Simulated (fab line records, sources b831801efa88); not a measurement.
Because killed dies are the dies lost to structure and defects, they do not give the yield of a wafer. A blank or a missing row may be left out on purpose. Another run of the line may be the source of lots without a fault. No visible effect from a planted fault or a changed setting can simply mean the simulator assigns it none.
fab line records	flow sky130
[record] lots = 6	wafers = 18	last-day = 50
route steps=708 shown METAL2@506 VIA2@507 PAD_OPEN@708
lots that met no fault: taken from a fault-free run of the same line
start-h: hours from the record's opening day to when the first of the lot's shown wafers began	wait-h: time in hours since the lot's previous step	" repeats the value in the row above	L1.1+2: several wafers, shown together as one row	- either no value or no given start	* or withheld: withheld	< > ~ a bound
route shown NAME@n: NAME is a module with steps in the file, n the number in the route of the first one	usual: mean and standard deviation over wafers with no fault	same: alike in all rows	chamber/n: place in a boat	sites: each site's reading	_std_site: the standard deviation of these	_edge_site: the outer-site mean with the inner-site mean subtracted	radius-mm: how far each site lies from the wafer's centre	mask NAME#n: copy n	behind: the most recent tool/chamber to have shaped the wafer	hold: why the lot went on hold/how many hours it stayed there/how the hold came to an end	device: whichever transistor did not switch (one of n, p or np)	end of line: the same wafers' tests at the end of the route	a step with no rows: only its recipe	killed: dies lost to structure and defects at the first sort, not the wafer's yield	map: a wafer's dies, marking killed ones x, the rest . and places with no die _
set.NAME: setting as actually run; set.NAME@STEP: the setting as run at that earlier step	model.NAME: the simulator's own value behind a step, which no gauge read
a table for each step, a row for each wafer; lots at some steps of the route
services: from which hour (start-h, from the record's first day; less than 0 if before it) a tool's chamber was out of use, for how many hours, and why
[[steps]]
[step SKY_METAL2_CLEAN_23]
[recipe] chemistry = O3/DIW	dry = n2-spin
[step SKY_VIA2_HDPCVD_00]
[recipe] material = SiO2	target-thk-nm = 1180	sigma-open-frac = 0.3	time-s = 196.7	temp-c = 400	sih4-flow-sccm = 60	pressure-mtorr = 6
[step SKY_VIA2_THK_MEAS_01]
[recipe] reads = SiO2_of_VIA2_HDPCVD_00
[usual] VIA2_HDPCVD_THK = 1184/11
lot.wafer	tool	chamber	start-h	wait-h	VIA2_HDPCVD_THK[nm]
L490.1	film-metro-04	-	812.33	0.1	1180
L490.5	"	-	"	"	1185
L490.6	"	-	"	"	1188
L492.3	film-metro-01	-	829.32	0.1	1186
L492.4	"	-	"	"	1187
L492.5	"	-	"	"	1175
L504.2	film-metro-01	-	933.86	0.1	1180
L504.3	"	-	"	"	1167
L504.6	"	-	"	"	1168
L505.1	film-metro-01	-	954.01	0.1	1182
L505.3	"	-	"	"	1182
L505.4	"	-	"	"	1179
L510.2	film-metro-04	-	981.72	0.1	1166
L510.3	"	-	"	"	1156
L510.6	"	-	"	"	1166
L513.4	film-metro-01	-	1008.72	0.0	1178
L513.5	"	-	"	"	1184
L513.6	"	-	"	"	1181
[step SKY_VIA2_CMP_02]
[recipe] material = SiO2	down-force-psi = 4	platen-rpm = 60	pad-velocity-m-s = 0.94248
[usual] motor-current-A = 11.8/0.96
lot.wafer	tool	chamber	start-h	wait-h	motor-current-A
L490.1	cmp-01	3	812.49	0.1	11.6
L490.6	"	1	"	"	10.9
L490.5	"	2	"	"	13.7
L492.4	cmp-01	0	829.41	0.1	12.8
L492.3	"	1	"	"	10.6
L492.5	"	0	"	"	12.8
L504.2	cmp-01	3	933.91	0.0	11.0
L504.3	"	0	"	"	12.3
L504.6	"	0	"	"	12.7
L505.4	cmp-02	1	954.07	0.0	10.8
L505.1	"	2	"	"	12.5
L505.3	"	0	"	"	11.5
L510.2	cmp-02	3	981.82	0.1	11.6
L510.3	"	0	"	"	11.5
L510.6	"	3	"	"	11.9
L513.4	cmp-01	1	1008.80	0.1	10.5
L513.5	"	0	"	"	13.4
L513.6	"	1	"	"	11.3
[step SKY_VIA2_BOW_MEAS_03]
[recipe] mode = bow
[usual] VIA2_BOW = 86/6
lot.wafer	tool	chamber	start-h	wait-h	VIA2_BOW[um]
L490.1	film-metro-01	-	812.69	0.1	89
L490.5	"	-	"	"	93
L490.6	"	-	"	"	80
L492.3	film-metro-01	-	829.70	0.2	79
L492.4	"	-	"	"	84
L492.5	"	-	"	"	82
L504.2	film-metro-03	-	934.23	0.3	93
L504.3	"	-	"	"	82
L504.6	"	-	"	"	88
L505.1	film-metro-04	-	954.37	0.2	96
L505.3	"	-	"	"	83
L505.4	"	-	"	"	91
L510.2	film-metro-03	-	982.09	0.2	91
L510.3	"	-	"	"	90
L510.6	"	-	"	"	88
L513.4	film-metro-03	-	1009.11	0.3	85
L513.5	"	-	"	"	90
L513.6	"	-	"	"	84
[step SKY_VIA2_DEHYDRATE_04]
[recipe] temp-c = 200	time-s = 60
[step SKY_VIA2_HMDS_05]
[recipe] prime-time-s = 60	prime-temp-c = 120
[step SKY_VIA2_COAT_06]
[recipe] resist = BARC	temp-c = withheld	time-s = withheld	spin-rpm = 3000	resist-thk-nm = 60
[step SKY_VIA2_COAT_07]
[recipe] resist = KrF-thick	spin-rpm = 3000	resist-thk-nm = 458.6
[step SKY_VIA2_SOFTBAKE_08]
[recipe] temp-c = 100	time-s = 90	resist = KrF-thick
[step SKY_VIA2_EXPOSE_09]
[recipe] mask-id = VIM2	na = 0.8	source-shape = annular	sigma-inner = 0.55	sigma-outer = 0.85	target-cd-nm = 200	dose-mj = 38
[step SKY_VIA2_PEB_10]
[recipe] peb-temp-c = withheld	peb-time-s = withheld	resist = KrF-thick
[step SKY_VIA2_DEVELOP_11]
[recipe] develop-time-s = 60	resist = KrF-thick	dev-temp-c = 20.14
lot.wafer	tool	chamber	start-h	wait-h	model.VIA2.cd-nm
L490.1	litho-track-01	0	838	-	199.1
L490.5	"	0	"	"	198.3
L490.6	"	0	"	"	199.6
L492.3	litho-track-03	0	854	-	201.3
L492.4	"	0	"	"	202.1
L492.5	"	0	"	"	201.6
L504.2	litho-track-01	0	958	-	196.9
L504.3	"	0	"	"	195.9
L504.6	"	0	"	"	196.2
L505.1	litho-track-01	0	977	-	198.1
L505.3	"	0	"	"	199.1
L505.4	"	0	"	"	198.8
L510.2	litho-track-04	0	1003	-	198.8
L510.3	"	0	"	"	199.1
L510.6	"	0	"	"	198.6
L513.4+6	litho-track-03	0	1031	-	198.6
L513.5	"	0	"	"	199.4
[step SKY_VIA2_CD_MEAS_12]
[recipe] target-cd-nm = 200
[usual] cd-nm = 199.8/1.3
lot.wafer	tool	chamber	start-h	wait-h	cd-nm
L490.1	cd-sem-02	-	838.71	-	198.7
L490.5	"	-	"	"	198.3
L490.6	"	-	"	"	199.8
L492.3	cd-sem-02	-	855.05	-	201.0
L492.4	"	-	"	"	202.1
L492.5	"	-	"	"	201.4
L504.2	cd-sem-01	-	958.53	-	196.6
L504.3	"	-	"	"	196.1
L504.6	"	-	"	"	196.1
L505.1	cd-sem-01	-	977.51	-	198.0
L505.3	"	-	"	"	198.9
L505.4	"	-	"	"	198.7
L510.2	cd-sem-02	-	1003.54	-	198.9
L510.3	"	-	"	"	199.2
L510.6	"	-	"	"	198.3
L513.4	cd-sem-01	-	1031.82	-	198.5
L513.5	"	-	"	"	199.4
L513.6	"	-	"	"	198.8
[step SKY_VIA2_OVL_MEAS_13]
[usual] VIA2_OVL = 0/6.8
lot.wafer	tool	chamber	start-h	wait-h	VIA2_OVL[nm]
L490.1	overlay-02	-	838.83	0.1	-2
L490.5	"	-	"	"	-14
L490.6	"	-	"	"	-8
L492.3	overlay-02	-	855.14	0.1	0
L492.4	"	-	"	"	-1
L492.5	"	-	"	"	0
L504.2	overlay-02	-	958.64	0.1	11
L504.3	"	-	"	"	5
L504.6	"	-	"	"	6
L505.1	overlay-01	-	977.63	0.1	-2
L505.3	"	-	"	"	-11
L505.4	"	-	"	"	-9
L510.2	overlay-02	-	1003.65	0.1	1
L510.3	"	-	"	"	5
L510.6	"	-	"	"	4
L513.4	overlay-02	-	1031.90	0.1	14
L513.5	"	-	"	"	6
L513.6	"	-	"	"	4
[step SKY_VIA2_ETCH_14]
[recipe] chemistry = N2/H2	target = BARC	ion-energy-ev = 200	source-w = 500	bias-w = 100	pressure-mtorr = 30	n2-flow-sccm = 100	h2-flow-sccm = 200	stop-on = SiO2	time-s = 45.9	target-depth-a = 600
[usual] drypump-motor-current-A = 5.4/0.45	h2-flow-sccm = 200.1/0.63	oes-product-au = 0.855/0.0047	throttle-valve-pct = 13.225/0.009
lot.wafer	tool	chamber	start-h	wait-h	drypump-motor-current-A	h2-flow-sccm	oes-product-au	rf-hours-counter-h	throttle-valve-pct	model.VIA2.cd-nm
L490.1	rie-diel-01	3	838.87	0.0	5.0	200.0	0.855	3	13.223	198.7
L490.5	"	2	"	"	5.9	199.8	0.842	-	13.245	198.1
L490.6	"	3	"	"	5.0	199.7	0.857	-	13.241	198.7
L492.3	rie-diel-03	1	855.17	0.0	4.7	199.7	0.849	10	13.221	201.1
L492.4	"	3	"	"	5.8	200.7	0.846	2	13.239	202.1
L492.5	"	2	"	"	5.4	198.9	0.857	-	13.242	200.7
L504.2	rie-diel-03	2	958.67	0.0	5.4	200.7	0.851	14	13.232	197.1
L504.3	"	0	"	"	6.1	199.9	0.854	7	13.211	196.4
L504.6	"	1	"	"	4.7	200.0	0.859	-	13.237	196.3
L505.1	rie-diel-04	0	977.67	0.0	4.8	200.5	0.860	7	13.224	198.1
L505.3	"	1	"	"	5.5	198.8	0.848	17	13.218	199.2
L505.4	"	3	"	"	5.9	198.5	0.854	19	13.214	198.9
L510.2	rie-diel-04	3	1003.68	0.0	5.9	200.2	0.858	21	13.216	198.9
L510.3	"	0	"	"	4.8	200.4	0.853	8	13.236	199.1
L510.6	"	0	"	"	4.8	200.5	0.852	-	13.219	198.7
L513.4	rie-diel-03	1	1031.94	0.0	4.6	200.4	0.857	-	13.220	198.5
L513.5	"	0	"	"	6.1	199.7	0.847	-	13.231	200
L513.6	"	2	"	"	5.4	199.8	0.850	-	13.218	198.3
[step SKY_VIA2_ETCH_15]
[recipe] target = SiO2	chemistry = C4F8/O2/Ar	target-depth-nm = 546	stop-on = TiN	mask-material = KrF-thick	source-w = 1500	bias-w = 1200	pressure-mtorr = 40	c4f8-flow-sccm = withheld	O2_flow_sccm = 6	Ar_flow_sccm = 300	time-s = 84
[usual] oes-product-au = 0.939/0.0041
lot.wafer	tool	chamber	start-h	wait-h	oes-product-au	rf-hours-counter-h
L490.1	rie-diel-01	3	838.91	0.0	0.937	3
L490.5	"	2	"	"	0.943	-
L490.6	"	3	"	"	0.941	-
L492.3	rie-diel-03	1	855.21	0.0	0.942	10
L492.4	"	3	"	"	0.940	2
L492.5	"	2	"	"	0.948	-
L504.2	rie-diel-03	2	958.71	0.0	0.942	15
L504.3	"	0	"	"	0.936	7
L504.6	"	1	"	"	0.935	-
L505.1	rie-diel-04	0	977.71	0.0	0.941	7
L505.3	"	1	"	"	0.942	17
L505.4	"	3	"	"	0.939	19
L510.2	rie-diel-04	3	1003.72	0.0	0.940	21
L510.3	"	0	"	"	0.944	8
L510.6	"	0	"	"	0.951	-
L513.4	rie-diel-03	1	1031.99	0.0	0.943	-
L513.5	"	0	"	"	0.940	-
L513.6	"	2	"	"	0.939	-
[step SKY_PAD_OPEN_PROBE_99]
[usual] defect-limited-yield = 82.5/1.9	killed_at_M0_to_M3 = 44/7.2	killed_at_M4_up = 3.0/1.8	killed-at-contacts = 24/5.4	killed-at-front-end = 14/4.4	killed-at-other = 0.4/0.64	killed-dies = 86/9.4	killed-open = 47/7.7	killed-short = 39/5.8	sort_bin_3_pad_short = 0.9/0.38	sort_bin_5_function = 10.3/1.4	sort_bin_6_memory = 6.4/1.2	sort-n-pass = 406/9.4	sort-yield-pct = 82.5/1.9
[same] gross-dies = 492	killed-at-back-side = 0	sort_bin_4_leakage[%] = 0	sort_bin_8_speed[%] = 0
lot.wafer	tool	chamber	start-h	wait-h	defect-limited-yield[%]	killed_at_M0_to_M3	killed_at_M4_up	killed-at-contacts	killed-at-front-end	killed-at-other	killed-dies	killed-open	killed-short	sort_bin_3_pad_short[%]	sort_bin_5_function[%]	sort_bin_6_memory[%]	sort-n-pass	sort-yield-pct[%]
L490.1	prober-02	-	1066.11	0.1	82.3	40	1	26	18	2	87	47	38	0.6	9.8	7.3	405	82.3
L490.5	prober-02	-	1066.31	0.2	82.5	38	3	27	18	0	86	38	48	0.8	9.6	7.1	406	82.5
L490.6	prober-02	-	1066.36	0.2	81.9	53	1	23	10	2	89	46	42	0.8	9.8	7.5	403	81.9
L492.3	prober-02	-	1081.27	0.2	80.9	50	2	29	13	0	94	58	36	1.6	12.0	5.5	398	80.9
L492.4	prober-02	-	1081.32	0.2	84.1	44	3	21	10	0	78	42	36	1.0	8.9	5.9	414	84.1
L492.5	prober-02	-	1081.37	0.2	82.3	44	3	21	18	1	87	56	31	0	11.0	6.7	405	82.3
L504.2	prober-02	-	1162.20	0.1	78.7	49	1	29	25	1	105	63	42	1.0	11.6	8.7	387	78.7
L504.3	prober-02	-	1162.25	0.2	80.7	54	4	18	18	1	95	44	51	0.6	12.8	5.9	397	80.7
L504.6	prober-02	-	1162.40	0.2	85.4	36	2	17	17	0	72	37	35	0.6	9.3	4.7	420	85.4
L513.4	prober-01	-	1210.94	0.2	81.1	54	2	29	8	0	93	54	39	1.2	12.4	5.3	399	81.1
L513.5	prober-01	-	1210.99	0.2	83.3	38	0	26	18	0	82	46	36	0.6	11.2	4.9	410	83.3
L513.6	prober-01	-	1211.04	0.2	81.1	47	3	28	14	1	93	44	49	1.2	11.8	5.9	399	81.1
// killed by level:class
L490.1 CONTACT:geometric-particle:open=8 VIA1:geometric-particle:open=8 FIELD_ISO:geometric-particle:open=7 LI_CONTACT:geometric-particle:open=7 CONTACT:geometric-particle:short=7 METAL1:geometric-particle:short=7 VIA2:geometric-particle:open=6 METAL2:geometric-particle:short=5
L490.5 FIELD_ISO:geometric-particle:short=8 LI_CONTACT:geometric-particle:open=7 CONTACT:geometric-particle:open=7 METAL1:geometric-particle:short=6 VIA2:geometric-particle:open=6 VIA1:geometric-particle:short=5 VIA1:geometric-particle:open=5 METAL2:geometric-particle:short=5
L490.6 VIA2:geometric-particle:open=12 VIA1:geometric-particle:open=11 VIA1:geometric-particle:short=8 LI_CONTACT:geometric-particle:open=7 VIA3:geometric-particle:open=6 FIELD_ISO:geometric-particle:short=5 CONTACT:geometric-particle:short=5 CONTACT:geometric-particle:open=5
L492.3 VIA3:geometric-particle:open=12 LI_CONTACT:geometric-particle:open=11 CONTACT:geometric-particle:open=10 VIA1:geometric-particle:open=9 VIA2:geometric-particle:open=7 VIA2:geometric-particle:short=6 CONTACT:geometric-particle:short=5 VIA1:geometric-particle:short=4
L492.4 VIA1:geometric-particle:open=10 VIA2:geometric-particle:open=9 CONTACT:geometric-particle:open=8 VIA1:geometric-particle:short=7 METAL1:geometric-particle:short=5 LOCAL_INTERCONNECT:geometric-particle:short=4 SPACER:geometric-particle:short=4 METAL2:geometric-particle:short=4
L492.5 VIA3:geometric-particle:open=11 LI_CONTACT:geometric-particle:open=10 VIA1:geometric-particle:open=9 POLY_GATE:geometric-particle:open=6 FIELD_ISO:geometric-particle:open=5 CONTACT:geometric-particle:open=5 VIA2:geometric-particle:open=5 LOCAL_INTERCONNECT:geometric-particle:short=4
L504.2 CONTACT:geometric-particle:open=15 VIA1:geometric-particle:open=10 METAL1:geometric-particle:short=9 FIELD_ISO:geometric-particle:open=8 POLY_GATE:geometric-particle:open=8 CONTACT:geometric-particle:short=6 VIA2:geometric-particle:open=6 METAL2:geometric-particle:short=5
L504.3 METAL1:geometric-particle:short=11 VIA2:geometric-particle:open=9 POLY_GATE:geometric-particle:short=8 CONTACT:geometric-particle:open=8 METAL2:geometric-particle:short=8 VIA1:geometric-particle:open=7 VIA3:geometric-particle:open=7 FIELD_ISO:geometric-particle:short=4
L504.6 CONTACT:geometric-particle:open=8 VIA1:geometric-particle:open=8 FIELD_ISO:geometric-particle:short=7 VIA2:geometric-particle:open=6 CONTACT:geometric-particle:short=5 METAL1:geometric-particle:short=5 LI_CONTACT:geometric-particle:open=4 VIA2:geometric-particle:short=4
L513.4 VIA1:geometric-particle:open=11 CONTACT:geometric-particle:open=10 VIA2:geometric-particle:open=9 LI_CONTACT:geometric-particle:open=7 CONTACT:geometric-particle:short=7 METAL2:geometric-particle:short=6 VIA1:geometric-particle:short=6 FIELD_ISO:geometric-particle:short=5
L513.5 CONTACT:geometric-particle:open=10 VIA1:geometric-particle:open=9 CONTACT:geometric-particle:short=7 METAL1:geometric-particle:short=7 VIA3:geometric-particle:open=7 FIELD_ISO:geometric-particle:open=5 LOCAL_INTERCONNECT:geometric-particle:short=5 VIA2:geometric-particle:open=5
L513.6 CONTACT:geometric-particle:open=12 VIA1:geometric-particle:open=8 METAL3:geometric-particle:short=7 METAL1:geometric-particle:short=6 LI_CONTACT:geometric-particle:open=5 METAL2:geometric-particle:short=5 VIA3:geometric-particle:open=5 VIA2:geometric-particle:open=5
[[services]]
tool	chamber	start-h	hours	kind
rie-diel-03	0	789.38	15.6	repair
rie-diel-01	3	790.57	11.1	repair
rie-diel-01	0	806.01	16.1	repair
rie-diel-03	3	845.05	2.0	repair
cmp-01	-	861.58	4.8	pm
rie-diel-01	-	863.41	0.3	repair
rie-diel-03	2	869.44	5.7	repair
cmp-01	-	884.46	1.6	repair
rie-diel-03	1	891.68	16.5	repair
rie-diel-01	0	893.94	7.2	repair
cmp-02	-	895.34	0.5	repair
cmp-01	-	901.76	2.8	repair
cmp-02	-	918.87	4.0	pm
rie-diel-04	2	946.14	21.9	repair
cmp-02	-	956.10	3.6	pm
cmp-02	-	983.60	8.9	pm
rie-diel-04	2	992.61	14.2	repair
rie-diel-01	2	997.33	4.7	repair
rie-diel-01	0	998.51	10.7	repair
cmp-02	-	1013.64	2.5	repair
rie-diel-03	1	1019.52	4.4	repair
rie-diel-01	3	1021.32	1.5	repair
rie-diel-03	3	1021.57	12.0	repair
rie-diel-01	0	1021.94	2.9	repair
[[key]]
[first-sign] step = SKY_VIA2_CD_MEAS_12	reading = cd-nm	direction = down	sigmas = 1.9	usual = 199.8	struck = 197.4
effect none on later readings
[model-effect] step = SKY_VIA2_DEVELOP_11	value = VIA2.cd-nm	without = 199.5	struck = 197.5
[model-effect] step = SKY_VIA2_ETCH_14	value = VIA2.cd-nm	without = 199.7	struck = 197.7
met-at SKY_VIA2_DEVELOP_11
struck-wafers L504.2,L504.3,L504.6,L505.1,L505.3,L505.4
onset-between 838 958
[fault] kind = process-parameter-drift	tool = litho-track-01	chamber = -	onset-h = 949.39	steps = SKY_VIA2_DEVELOP_11	channel = develop-time-s	offset = *	shape = step	end-h = 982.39	acts-in = *	stated = *
